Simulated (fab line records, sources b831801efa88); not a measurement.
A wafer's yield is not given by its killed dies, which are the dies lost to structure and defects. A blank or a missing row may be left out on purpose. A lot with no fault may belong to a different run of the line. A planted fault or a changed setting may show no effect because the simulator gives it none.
Problem report in the 8D (eight disciplines) form, filled by code / flow sky130 / the parts of the form that need people (team, actions taken, sign-off) are left out

== 1. THE ISSUE ==
Mean of oes_product_au at SKY_METAL3_METAL_ETCH_18: 0.923 a.u. across 6 wafers in 2 lots; on wafers with no fault it is 0.866 a.u. (standard deviation 0.0057). That puts it +9.9 standard deviations away from the usual mean.
The step: etches the open film in Cl2/BCl3, stops on SiO2, target depth 845 nm, time 183.1 s.
First observed at day 43 19:05: wafer L573.1, on rie_metal-01. The record holds 33 wafers of 11 lots with a number at this step. Rule for "out" (also "out of limits"): further than 4 standard deviations from the usual mean. The other wafers with a number count as sound.

== 2. WHAT IT IS AND WHAT IT IS NOT ==
question=which readings at this step | is=oes_product_au | is not=drypump_motor_current_A, throttle_valve_pct
question=which lots | is=L573, L575 | is not=L557, L558, L559, L560, L561, L562, L564, L577, L578
question=which wafers of those lots | is=all that have a number | is not=-
question=read on which tools | is=rie_metal-01, rie_metal-03 | is not=rie_metal-02
question=when | is=from day 43 19:05 | is not=up to then (21 sound wafers); but 6 sound wafers of L577, L578 came after

== 3. WHAT RULES OUT EACH SUSPECT ==
Counting: a tool stays on the suspect list if, at a process step up to the reading, it processed all lots that are out and no sound lot following the first of them.
- cmp-02 at SKY_VIA2_CMP_24 (polishes, stops on SiO2, t overpolish 20 s, target thk 0 nm): ruled out as a lasting fault. After its first lot that is out, L573 (day 41 19:02), sound lots L577 ran on it.
- pvd_sputter-04 at SKY_METAL3_SPUTTER_02 (material AlCu, target thk 735 nm, time 39.1 s): kept. All lots that are out passed through it, beginning with L573 at day 41 19:23, and no sound lot followed; its final sound lot before that point was L562 at day 38 15:09.
Left after counting: pvd_sputter-04 at SKY_METAL3_SPUTTER_02.

== 4. THE CAUSE (what the simulator had put in) ==
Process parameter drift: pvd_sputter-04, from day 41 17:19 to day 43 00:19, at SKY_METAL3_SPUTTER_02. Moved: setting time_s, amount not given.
Counting left only this tool.

== 5. SEQUENCE OF EFFECTS, ordered by route ==
One row per reading whose mean, taken over the struck wafers that have a number, lies over 3 standard deviations from the usual. Only readings for which the record gives a usual standard deviation are gone through. hours: the time from each lot's start at the first step in this table that gives one to its start at this step, as a median over the lots. sigmas: the change in usual standard deviations.
hours=0; step=SKY_METAL3_METAL_ETCH_18; reading=oes_product_au; usual=0.866 a.u.; on struck wafers=0.923; change=+0.057; sigmas=+9.9
Process steps it contains:
- SKY_METAL3_METAL_ETCH_18: etches the open film in Cl2/BCl3, stops on SiO2, target depth 845 nm, time 183.1 s.

== 6. HOW IT WOULD HAVE BEEN CAUGHT EARLIER ==
First out-of-limits reading in this record: day 43 19:05, which is 50 hours after fault onset at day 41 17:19.
No tool reading at SKY_METAL3_SPUTTER_02 that has a usual standard deviation in the record was out on any struck wafer, so an alarm limit of 4 standard deviations on those readings would not have fired.
Each of the lots that are out, 2 in all, had begun SKY_METAL3_SPUTTER_02 on pvd_sputter-04 no later than day 43 19:05. None of them would have been spared by holding the tool at that moment.
